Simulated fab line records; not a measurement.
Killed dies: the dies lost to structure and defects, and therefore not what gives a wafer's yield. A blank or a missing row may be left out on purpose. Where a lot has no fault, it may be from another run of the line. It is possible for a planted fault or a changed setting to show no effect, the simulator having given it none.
8D (eight disciplines) problem report, filled in by code ; flow sky130 ; the parts of the form that need people (team, actions taken, sign-off) are left out

## 1. WHAT IS WRONG
Wafers without a fault read 20.000 s, standard deviation 0.0086; overpolish_run_s at SKY_VIA2_CMP_24 reads a mean of 23.404 s on 2 wafers belonging to 2 lots. That is +99 or more standard deviations from the usual mean.
The step: polishes, stops on SiO2, t overpolish 20 s, target thk 0 nm.
First observed at day 41 20:34: wafer L245.4, on cmp-02. At this step, 18 wafers from 6 lots have a number in the record. Rule for "out" (also "out of limits"): further than 4 standard deviations from the usual mean. All remaining wafers that have a number are taken as sound.

## 2. WHAT IT IS, WHAT IT ISN'T
question;is;is not
which readings at this step;overpolish_run_s;motor_current_A, time_to_endpoint_s
which lots;L244, L245;L229, L237, L238, L243
which wafers of those lots;L244.3, L245.4;L244.4, L244.6, L245.3, L245.6
read on which tools;cmp-02;cmp-01
when;from day 41 20:34;"up to then (11 sound wafers); but 5 sound wafers of L243, L244 came after"

## 3. THE SUSPECTS, EACH WITH WHAT RULES IT OUT
Counting: if a tool at a process step up to the reading ran every lot that is out, it stays a suspect. Sound lots after the first of them don't rule it out here, since some wafers of a struck lot are sound.
- cmp-02 at SKY_VIA2_CMP_24 (polishes, stops on SiO2, t overpolish 20 s, target thk 0 nm): kept. It ran every lot that is out, first L245 (day 41 20:34); its last sound lot up to then is L238 (day 39 15:08). On those wafers its own readings are out: overpolish_run_s.
- Within cmp-02 at SKY_VIA2_CMP_24: the wafers that are out ran in chamber 0; their sound lot-mates ran in chambers 1, 2, 3.
Remaining after the count: cmp-02 at SKY_VIA2_CMP_24.

## 4. THE CAUSE (what the simulator had put in)
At SKY_VIA2_CMP_24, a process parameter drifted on cmp-02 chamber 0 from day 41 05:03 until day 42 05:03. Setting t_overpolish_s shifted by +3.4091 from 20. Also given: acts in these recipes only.
The count eliminated every tool but this one.

## 5. THE EFFECT CHAIN, in route order
One row per reading whose mean, taken over the struck wafers that have a number, lies over 3 standard deviations from the usual. Only readings for which the record gives a usual standard deviation are gone through. hours: the time from each lot's start at the first step in this table that gives one to its start at this step, as a median over the lots. sigmas: the change in usual standard deviations.
hours;step;reading;usual;on struck wafers;change;sigmas
0;SKY_VIA2_CMP_24;overpolish_run_s;20.000 s;23.404;+3.404;+99 or more
The process steps in it:
- SKY_VIA2_CMP_24: polishes, stops on SiO2, t overpolish 20 s, target thk 0 nm.

## 6. WHAT WOULD HAVE CAUGHT IT SOONER
16 hours passed between the start of the fault at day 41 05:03 and the first reading out of limits in this record, taken at day 41 20:34.
